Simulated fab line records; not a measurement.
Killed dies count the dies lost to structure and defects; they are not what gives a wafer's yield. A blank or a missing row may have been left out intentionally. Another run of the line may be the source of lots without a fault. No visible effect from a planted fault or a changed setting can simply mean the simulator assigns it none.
fab line records    flow sky130
[record] lots = 7  wafers = 21  last_day = 50
route steps=708 shown METAL4@627 VIA4@639 PAD_OPEN@708
lots untouched by any fault: they come from a run of this same line in which no faults occurred
start_h: hours from the record's opening day to when the first of the lot's shown wafers began    wait_h: hours elapsed since this lot's preceding step    " same as the row above    L1.1+2: a single row standing in for several wafers    - no value present, or no start provided    * or withheld: withheld    < > ~ a bound
route shown NAME@n: names a module that has steps shown in the file, with the first one's number in the route    usual: the fault-free wafers' mean and standard deviation    same: alike in all rows    chamber/n: place in a boat    sites: the reading at each site    _std_site: standard deviation of those values    _edge_site: mean of outer sites minus mean of inner sites    radius_mm: for every site, how far away it sits from the centre of the wafer    mask NAME#n: copy n    behind: the most recent tool/chamber to have shaped the wafer    hold: cause of the lot's hold/its duration in hours/its outcome    device: which transistor (n, p or np) failed to switch    end of line: the tests these same wafers got at the end of their route    step lacking rows: just its recipe    killed: at the first sort, the dies lost to defects and structure; wafer yield is something else    map: a wafer's dies, marking killed ones x, the rest . and places with no die _
set.NAME: the run value of the setting; set.NAME@STEP: its run value at that earlier step    model.NAME: the simulator's own value behind a step, which no gauge read
lots seen at some steps along the route; tables by step, rows by wafer
services: a tool's chamber out of use, with start hour (start_h, from the record's first day; less than 0 if before it), hours out, and reason
[[steps]]
[step SKY_METAL4_PEB_11]
[recipe] peb_temp_c = withheld  peb_time_s = withheld  resist = KrF-thick
[step SKY_METAL4_DEVELOP_12]
[recipe] develop_time_s = 60  resist = KrF-thick  dev_temp_c = 21
[step SKY_METAL4_CD_MEAS_13]
[recipe] target_cd_nm = 300
[usual] cd_nm = 300.1/1.5
lot.wafer  tool       chamber  start_h  wait_h  cd_nm
L918.1     cd_sem-01  -        1006.67  -       296.7
L918.5     "          -        "        "       299.3
L918.6     "          -        "        "       298.2
L924.1     cd_sem-02  -        1042.30  -       300.5
L924.4     "          -        "        "       300.6
L924.5     "          -        "        "       301.0
L931.1     cd_sem-02  -        1086.52  -       300.2
L931.2     "          -        "        "       300.9
L931.3     "          -        "        "       301.2
L932.1     cd_sem-02  -        1089.42  -       301.9
L932.2     "          -        "        "       303.0
L932.3     "          -        "        "       300.8
L934.1     cd_sem-02  -        1104.44  -       301.1
L934.5     "          -        "        "       302.3
L934.6     "          -        "        "       302.6
L935.3     cd_sem-01  -        1105.93  -       299.1
L935.4     "          -        "        "       299.6
L935.6     "          -        "        "       298.3
L937.1     cd_sem-01  -        1114.00  -       299.9
L937.2     "          -        "        "       300.4
L937.6     "          -        "        "       301.3
[step SKY_METAL4_OVL_MEAS_14]
[usual] METAL4_OVL = -7/5.6
lot.wafer  tool        chamber  start_h  wait_h  METAL4_OVL[nm]
L918.1     overlay-01  -        1006.79  0.1     -7
L918.5     "           -        "        "       -6
L918.6     "           -        "        "       -10
L924.1     overlay-01  -        1042.42  0.1     -1
L924.4     "           -        "        "       -5
L924.5     "           -        "        "       0
L931.1     overlay-01  -        1086.64  0.1     -1
L931.2     "           -        "        "       0
L931.3     "           -        "        "       -2
L932.1     overlay-02  -        1089.54  0.1     -7
L932.2     "           -        "        "       -15
L932.3     "           -        "        "       -3
L934.1     overlay-01  -        1104.56  0.1     -8
L934.5     "           -        "        "       -3
L934.6     "           -        "        "       -6
L935.3     overlay-01  -        1106.03  0.1     -2
L935.4     "           -        "        "       -1
L935.6     "           -        "        "       -2
L937.1     overlay-01  -        1114.12  0.1     -10
L937.2     "           -        "        "       -5
L937.6     "           -        "        "       -1
[step SKY_METAL4_DESCUM_15]
[recipe] chemistry = O2  source_power_w = 150  bias_power_w = 0  pressure_mtorr = 10  temp_c = 40  time_s = 8
[usual] drypump_motor_current_A = 5.6/0.6  oes_product_au = 1.009/0.0085
lot.wafer  tool          chamber  start_h  wait_h  drypump_motor_current_A  oes_product_au  rf_hours_counter_h
L918.1     rie_metal-04  0        1006.82  0.0     4.6                      1.020           19
L918.5     "             1        "        "       5.7                      1.017           -
L918.6     "             0        "        "       4.6                      1.020           -
L924.1     rie_metal-03  0        1042.45  0.0     6.0                      1.014           17
L924.4     "             0        "        "       6.1                      1.011           -
L924.5     "             0        "        "       6.1                      1.001           -
L931.1     rie_metal-04  1        1086.67  0.0     5.7                      1.010           11
L931.2     "             0        "        "       4.7                      1.008           23
L931.3     "             0        "        "       4.6                      1.007           -
L932.1     rie_metal-04  1        1089.57  0.0     5.7                      1.011           11
L932.2     "             0        "        "       4.6                      1.012           23
L932.3     "             0        "        "       4.6                      1.004           -
L934.1     rie_metal-04  0        1104.60  0.0     4.6                      1.008           24
L934.5     "             0        "        "       4.6                      1.005           -
L934.6     "             1        "        "       5.7                      1.010           -
L935.3     rie_metal-03  1        1106.06  0.0     6.4                      0.993           -
L935.4     "             0        "        "       6.1                      0.997           -
L935.6     "             0        "        "       6.1                      0.995           -
L937.1     rie_metal-04  0        1114.15  0.0     4.6                      1.000           25
L937.2     "             1        "        "       5.7                      0.996           13
L937.6     "             1        "        "       5.6                      1.014           -
[step SKY_METAL4_ETCH_16]
[recipe] chemistry = N2/H2  target = BARC  ion_energy_ev = 200  bias_w = 100  pressure_mtorr = 30  n2_flow_sccm = 100  h2_flow_sccm = 200  icp_w = 500  stop_on = SiO2  time_s = 88.2  target_depth_a = 600
[usual] drypump_motor_current_A = 5.6/0.6  oes_product_au = 0.625/0.0046  throttle_valve_pct = 13.205/0.0096
lot.wafer  tool          chamber  start_h  wait_h  drypump_motor_current_A  oes_product_au  rf_hours_counter_h  throttle_valve_pct
L918.1     rie_metal-04  0        1006.85  0.0     4.6                      0.623           19                  13.211
L918.5     "             1        "        "       5.7                      0.621           -                   13.204
L918.6     "             0        "        "       4.6                      0.620           -                   13.208
L924.1     rie_metal-03  0        1042.48  0.0     6.1                      0.623           17                  13.193
L924.4     "             0        "        "       6.1                      0.628           -                   13.212
L924.5     "             0        "        "       6.1                      0.615           -                   13.199
L931.1     rie_metal-04  1        1086.71  0.0     5.7                      0.634           11                  13.201
L931.2     "             0        "        "       4.6                      0.629           23                  13.211
L931.3     "             0        "        "       4.6                      0.625           -                   13.215
L932.1     rie_metal-04  1        1089.61  0.0     5.6                      0.625           11                  13.208
L932.2     "             0        "        "       4.7                      0.627           23                  13.205
L932.3     "             0        "        "       4.6                      0.628           -                   13.208
L934.1     rie_metal-04  0        1104.63  0.0     4.6                      0.636           24                  13.209
L934.5     "             0        "        "       4.6                      0.625           -                   13.201
L934.6     "             1        "        "       5.7                      0.626           -                   13.213
L935.3     rie_metal-03  1        1106.11  0.0     6.4                      0.623           -                   13.209
L935.4     "             0        "        "       6.0                      0.627           -                   13.188
L935.6     "             0        "        "       6.0                      0.632           -                   13.203
L937.1     rie_metal-04  0        1114.18  0.0     4.7                      0.632           25                  13.201
L937.2     "             1        "        "       5.6                      0.623           13                  13.201
L937.6     "             1        "        "       5.7                      0.627           -                   13.213
[step SKY_METAL4_ETCH_17]
[recipe] target = SiO2  stop_on = TiN  chemistry = C4F8/O2/Ar  source_w = 1500  bias_w = 1200  pressure_mtorr = 40  c4f8_flow_sccm = withheld  O2_flow_sccm = 6  Ar_flow_sccm = 300  time_s = 3.9  target_depth_a = 150
[usual] oes_product_au = 0.754/0.0079
lot.wafer  tool         chamber  start_h  wait_h  oes_product_au  rf_hours_counter_h
L918.1     rie_diel-02  1        1006.95  0.1     0.749           10
L918.5     "            3        "        "       0.761           -
L918.6     "            2        "        "       0.755           -
L924.1     rie_diel-02  0        1042.58  0.1     0.753           20
L924.4     "            1        "        "       0.757           11
L924.5     "            1        "        "       0.758           -
L931.1     rie_diel-03  1        1086.80  0.1     0.752           29
L931.2     "            0        "        "       0.753           19
L931.3     "            1        "        "       0.748           -
L932.1     rie_diel-03  1        1089.70  0.1     0.749           29
L932.2     "            0        "        "       0.741           19
L932.3     "            0        "        "       0.756           -
L934.1     rie_diel-02  0        1104.73  0.1     0.744           21
L934.5     "            3        "        "       0.753           -
L934.6     "            0        "        "       0.762           -
L935.3     rie_diel-01  2        1106.18  0.0     0.752           3
L935.4     "            0        "        "       0.746           14
L935.6     "            0        "        "       0.765           -
L937.1     rie_diel-01  2        1114.28  0.1     0.760           3
L937.2     "            1        "        "       0.750           15
L937.6     "            1        "        "       0.763           -
[step SKY_METAL4_METAL_ETCH_18]
[recipe] target_depth_a = 8450  stop_on = SiO2  over_etch_frac = 0.3  time_s = 183.1  chemistry = Cl2/BCl3  resist_sidewall_deg = 88  pressure_mtorr = 10  icp_w = 900  bias_w = 48.5  Cl2_flow_sccm = 60  bcl3_flow_sccm = 30
[usual] drypump_motor_current_A = 5.8/0.54  oes_product_au = 0.866/0.0067  throttle_valve_pct = 22.263/0.0094
lot.wafer  tool          chamber  start_h  wait_h  drypump_motor_current_A  oes_product_au  rf_hours_counter_h  throttle_valve_pct
L918.1     rie_metal-03  0        1006.97  0.0     6.0                      0.873           14                  22.257
L918.5     "             0        "        "       6.1                      0.871           -                   22.267
L918.6     "             1        "        "       6.4                      0.873           -                   22.269
L924.1     rie_metal-04  1        1042.60  0.0     5.7                      0.870           8                   22.263
L924.4     "             0        "        "       4.7                      0.870           -                   22.262
L924.5     "             0        "        "       4.7                      0.876           -                   22.263
L931.1     rie_metal-02  1        1086.83  0.0     6.1                      0.863           11                  22.261
L931.2     "             0        "        "       5.5                      0.859           25                  22.263
L931.3     "             0        "        "       5.5                      0.864           -                   22.253
L932.1     rie_metal-03  0        1089.73  0.0     6.0                      0.860           20                  22.247
L932.2     "             1        "        "       6.4                      0.854           20                  22.268
L932.3     "             1        "        "       6.4                      0.848           -                   22.264
L934.1     rie_metal-03  0        1104.75  0.0     6.0                      0.871           21                  22.262
L934.5     "             1        "        "       6.4                      0.872           -                   22.267
L934.6     "             0        "        "       6.1                      0.869           -                   22.250
L935.3     rie_metal-02  0        1106.26  0.1     5.5                      0.871           -                   22.259
L935.4     "             1        "        "       6.1                      0.868           -                   22.253
L935.6     "             0        "        "       5.5                      0.868           -                   22.257
L937.1     rie_metal-02  0        1114.30  0.0     5.5                      0.865           27                  22.263
L937.2     "             1        "        "       6.1                      0.864           14                  22.256
L937.6     "             1        "        "       6.1                      0.869           -                   22.261
[step SKY_METAL4_STRIP_19]
[recipe] chemistry = O2/N2  power_w = 1400  pressure_mtorr = 1500  platen_temp_c = withheld  o2_flow_sccm = 3000  n2_flow_sccm = 300  overash_fraction = 0.5
[usual] drypump_motor_current_A = 5.8/0.59  oes_product_au = 0.500/0.0058  strip_time_to_endpoint_s = 6.47/0.097
lot.wafer  tool             chamber  start_h  wait_h  drypump_motor_current_A  oes_product_au  rf_hours_counter_h  strip_time_to_endpoint_s
L918.1     plasma_asher-03  0        1007.15  0.1     5.0                      0.495           87                  6.50
L918.5     "                1        "        "       6.0                      0.505           -                   6.54
L918.6     "                0        "        "       5.0                      0.514           -                   6.60
L924.1     plasma_asher-02  0        1042.78  0.1     5.3                      0.501           126                 6.36
L924.4     "                1        "        "       6.6                      0.502           -                   6.40
L924.5     "                1        "        "       6.6                      0.504           -                   6.45
L931.1     plasma_asher-03  1        1087.01  0.1     6.0                      0.501           95                  6.42
L931.2     "                0        "        "       5.0                      0.493           95                  6.33
L931.3     "                1        "        "       6.0                      0.493           -                   6.34
L932.1     plasma_asher-02  0        1089.91  0.1     5.3                      0.502           2                   6.45
L932.2     "                1        "        "       6.6                      0.502           2                   6.54
L932.3     "                0        "        "       5.3                      0.492           -                   6.54
L934.1     plasma_asher-03  1        1104.93  0.1     6.0                      0.504           97                  6.48
L934.5     "                1        "        "       6.0                      0.507           -                   6.45
L934.6     "                0        "        "       5.0                      0.504           -                   6.50
L935.3     plasma_asher-03  1        1106.41  0.1     6.0                      0.496           -                   6.33
L935.4     "                0        "        "       5.0                      0.502           -                   6.38
L935.6     "                1        "        "       5.9                      0.486           -                   6.28
L937.1     plasma_asher-03  1        1114.48  0.1     6.0                      0.499           98                  6.45
L937.2     "                0        "        "       5.0                      0.500           98                  6.54
L937.6     "                0        "        "       5.0                      0.506           -                   6.53
[step SKY_METAL4_STRIP_20]
[recipe] chemistry = post_etch_residue_remover  time_s = 1200  temp_c = 72.5
[step SKY_METAL4_CLEAN_21]
[recipe] chemistry = IPA  time_s = 180  temp_c = 25
[step SKY_METAL4_CLEAN_22]
[recipe] chemistry = O3/DIW  dry = n2_spin
[step SKY_VIA4_HDPCVD_00]
[recipe] material = SiO2  target_thk_nm = 1750  sigma_open_frac = 0.3  time_s = 291.7  temp_c = 400  sih4_flow_sccm = 60  pressure_mtorr = 6
[usual] run_length_s = 319.7/0.61
lot.wafer  tool       chamber  start_h  wait_h  run_length_s  model.SiO2_of_VIA4_HDPCVD_00.thk_nm
L918.1     hdpcvd-02  2        1007.74  0.0     318.6         1743
L918.5     "          0        "        "       319.4         1731
L918.6     "          2        "        "       318.8         1741
L924.1     hdpcvd-01  0        1043.41  0.0     320.5         1756
L924.4     "          1        "        "       320.7         1747
L924.5     "          2        "        "       319.2         1752
L931.1     hdpcvd-01  0        1087.63  0.0     354.2         1966
L931.2     "          2        "        "       353.5         1965
L931.3     "          1        "        "       354.5         1954
L932.1     hdpcvd-01  1        1090.50  0.0     354.6         1981
L932.2     "          0        "        "       354.0         1966
L932.3     "          2        "        "       353.5         1987
L934.1     hdpcvd-01  2        1105.56  0.0     353.5         1962
L934.5     "          1        "        "       354.5         1963
L934.6     "          2        "        "       353.8         1947
L935.3     hdpcvd-02  2        1107.47  0.0     318.8         1733
L935.4     "          2        "        "       318.4         1768
L935.6     "          0        "        "       319.4         1757
L937.1     hdpcvd-02  2        1115.08  0.0     318.8         1756
L937.2     "          1        "        "       319.5         1714
L937.6     "          0        "        "       319.8         1732
[step SKY_VIA4_THK_MEAS_01]
[recipe] reads = SiO2_of_VIA4_HDPCVD_00
[usual] VIA4_HDPCVD_THK = 1747/17
lot.wafer  tool           chamber  start_h  wait_h  VIA4_HDPCVD_THK[nm]
L918.1     film_metro-03  -        1007.92  0.1     1743
L918.5     "              -        "        "       1730
L918.6     "              -        "        "       1741
L924.1     film_metro-04  -        1043.59  0.1     1755
L924.4     "              -        "        "       1747
L924.5     "              -        "        "       1753
L931.1     film_metro-03  -        1087.81  0.1     1966
L931.2     "              -        "        "       1964
L931.3     "              -        "        "       1953
L932.1     film_metro-03  -        1090.68  0.1     1984
L932.2     "              -        "        "       1966
L932.3     "              -        "        "       1986
L934.1     film_metro-04  -        1105.73  0.1     1963
L934.5     "              -        "        "       1963
L934.6     "              -        "        "       1947
L935.3     film_metro-04  -        1107.67  0.1     1733
L935.4     "              -        "        "       1770
L935.6     "              -        "        "       1758
L937.1     film_metro-03  -        1115.25  0.1     1755
L937.2     "              -        "        "       1715
L937.6     "              -        "        "       1732
[step SKY_VIA4_CMP_02]
[recipe] material = SiO2  down_force_psi = 4  platen_rpm = 60  pad_velocity_m_s = 0.94248
[step SKY_PAD_OPEN_PROBE_99]
[usual] defect_limited_yield = 82.7/1.9  killed_at_M0_to_M3 = 43/6.8  killed_at_M4_up = 2.9/1.7  killed_at_contacts = 24/5.4  killed_at_front_end = 15/4.8  killed_at_other = 0.3/0.57  killed_dies = 85/9.4  killed_open = 47/7.5  killed_short = 38/5.7  sort_bin_3_pad_short = 0.8/0.37  sort_bin_5_function = 10.2/1.5  sort_bin_6_memory = 6.2/1.1  sort_n_pass = 407/9.4  sort_yield_pct = 82.7/1.9
[same] gross_dies = 492  killed_at_back_side = 0  sort_bin_4_leakage[%] = 0  sort_bin_8_speed[%] = 0
lot.wafer  tool       chamber  start_h  wait_h  defect_limited_yield[%]  killed_at_M0_to_M3  killed_at_M4_up  killed_at_contacts  killed_at_front_end  killed_at_other  killed_dies  killed_open  killed_short  sort_bin_3_pad_short[%]  sort_bin_5_function[%]  sort_bin_6_memory[%]  sort_n_pass  sort_yield_pct[%]
L918.1     prober-01  -        1097.21  0.1     80.9                     53                  4                24                  13                   0                94           49           45            1.8                      10.6                    6.7                   398          80.9
L918.5     prober-01  -        1097.41  0.2     81.5                     42                  4                30                  14                   1                91           49           42            0.8                      10.6                    7.1                   401          81.5
L918.6     prober-01  -        1097.46  0.2     79.1                     55                  4                28                  15                   1                103          59           44            1.2                      12.8                    6.9                   389          79.1
L924.1     prober-01  -        1129.12  0.1     84.1                     36                  3                28                  9                    2                78           40           38            0.4                      12.0                    3.5                   414          84.1
L924.4     prober-01  -        1129.27  0.2     79.7                     53                  5                27                  15                   0                100          58           42            1.0                      12.4                    6.9                   392          79.7
L924.5     prober-01  -        1129.32  0.2     81.3                     42                  3                26                  21                   0                92           44           48            1.2                      9.3                     8.1                   400          81.3
L935.3     prober-02  -        1182.86  0.2     82.9                     43                  1                25                  15                   0                84           51           33            0.4                      10.2                    6.5                   408          82.9
// killed by level:class
L918.1 VIA1:geometric_particle:open=15 LOCAL_INTERCONNECT:geometric_particle:short=9 VIA2:geometric_particle:open=7 POLY_GATE:geometric_particle:short=6 VIA3:geometric_particle:open=6 LI_CONTACT:geometric_particle:open=6 VIA1:geometric_particle:short=6 METAL1:geometric_particle:short=6
L918.5 VIA1:geometric_particle:open=9 CONTACT:geometric_particle:open=8 METAL1:geometric_particle:short=7 VIA2:geometric_particle:open=7 FIELD_ISO:geometric_particle:short=6 LOCAL_INTERCONNECT:geometric_particle:short=6 LI_CONTACT:geometric_particle:open=5 CONTACT:geometric_particle:short=5
L918.6 METAL1:geometric_particle:short=11 CONTACT:geometric_particle:open=11 VIA1:geometric_particle:open=11 VIA3:geometric_particle:open=9 POLY_GATE:geometric_particle:open=8 VIA1:geometric_particle:short=7 LI_CONTACT:geometric_particle:short=4 LOCAL_INTERCONNECT:geometric_particle:open=4
L924.1 CONTACT:geometric_particle:open=12 METAL2:geometric_particle:short=9 VIA1:geometric_particle:open=7 LI_CONTACT:geometric_particle:open=6 CONTACT:geometric_particle:short=5 FIELD_ISO:geometric_particle:open=4 VIA2:geometric_particle:open=4 VIA3:geometric_particle:short=4
L924.4 VIA1:geometric_particle:open=10 LI_CONTACT:geometric_particle:open=9 VIA3:geometric_particle:open=7 CONTACT:geometric_particle:short=7 METAL2:geometric_particle:short=6 VIA2:geometric_particle:open=6 CONTACT:geometric_particle:open=5 POLY_GATE:geometric_particle:open=4
L924.5 CONTACT:geometric_particle:open=8 CONTACT:geometric_particle:short=8 VIA1:geometric_particle:open=7 METAL2:geometric_particle:short=6 VIA3:geometric_particle:open=6 FIELD_ISO:geometric_particle:short=5 POLY_GATE:geometric_particle:open=5 METAL1:geometric_particle:short=5
L935.3 VIA1:geometric_particle:open=10 METAL1:geometric_particle:short=9 CONTACT:geometric_particle:open=8 LI_CONTACT:geometric_particle:open=8 VIA3:geometric_particle:open=6 FIELD_ISO:geometric_particle:open=5 VIA2:geometric_particle:open=5 FIELD_ISO:geometric_particle:short=4
[[services]]
tool             chamber  start_h  hours  kind
rie_diel-01      2        998.62   -      clean
rie_diel-01      2        998.62   27.2   scheduled_down
rie_diel-01      2        998.62   27.2   vent_cycle
rie_diel-02      -        1008.20  0.5    repair
rie_diel-01      3        1029.70  -      clean
rie_diel-01      3        1029.70  17.2   scheduled_down
rie_diel-01      3        1029.70  17.2   vent_cycle
hdpcvd-01        -        1054.49  4.1    repair
plasma_asher-02  -        1055.25  9.0    pm
plasma_asher-02  0        1055.25  9.0    vent_cycle
plasma_asher-02  1        1055.25  9.0    vent_cycle
rie_diel-03      2        1057.57  4.4    repair
plasma_asher-02  0        1064.25  -      clean
plasma_asher-02  1        1064.25  -      clean
rie_metal-04     -        1066.26  0.5    repair
rie_diel-01      0        1073.14  1.3    repair
rie_diel-02      -        1078.29  2.2    repair
rie_diel-03      2        1084.87  6.1    repair
rie_diel-03      3        1085.55  10.7   repair
hdpcvd-01        2        1093.09  9.7    repair
plasma_asher-02  -        1101.46  2.8    pm
rie_diel-02      -        1111.37  0.9    repair
hdpcvd-01        -        1114.02  1.3    repair
[[key]]
[first_sign] step = SKY_VIA4_HDPCVD_00  reading = run_length_s  direction = up  sigmas = 56  usual = *  struck = *
[effect] step = SKY_VIA4_THK_MEAS_01  reading = VIA4_HDPCVD_THK  direction = up  sigmas = 13  usual = 1747  struck = 1966
[model_effect] step = SKY_VIA4_HDPCVD_00  value = SiO2_of_VIA4_HDPCVD_00.thk_nm  without = 1760  struck = 1966
met_at SKY_VIA4_HDPCVD_00
struck_wafers L931.1,L931.2,L931.3,L932.1,L932.2,L932.3,L934.1,L934.5,L934.6
onset_between 1043.41 1087.63
[fault] kind = process_parameter_drift  tool = hdpcvd-01  chamber = -  onset_h = 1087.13  steps = SKY_VIA4_HDPCVD_00  channel = time_s  offset = *  shape = step  end_h = 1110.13  acts_in = *  stated = *
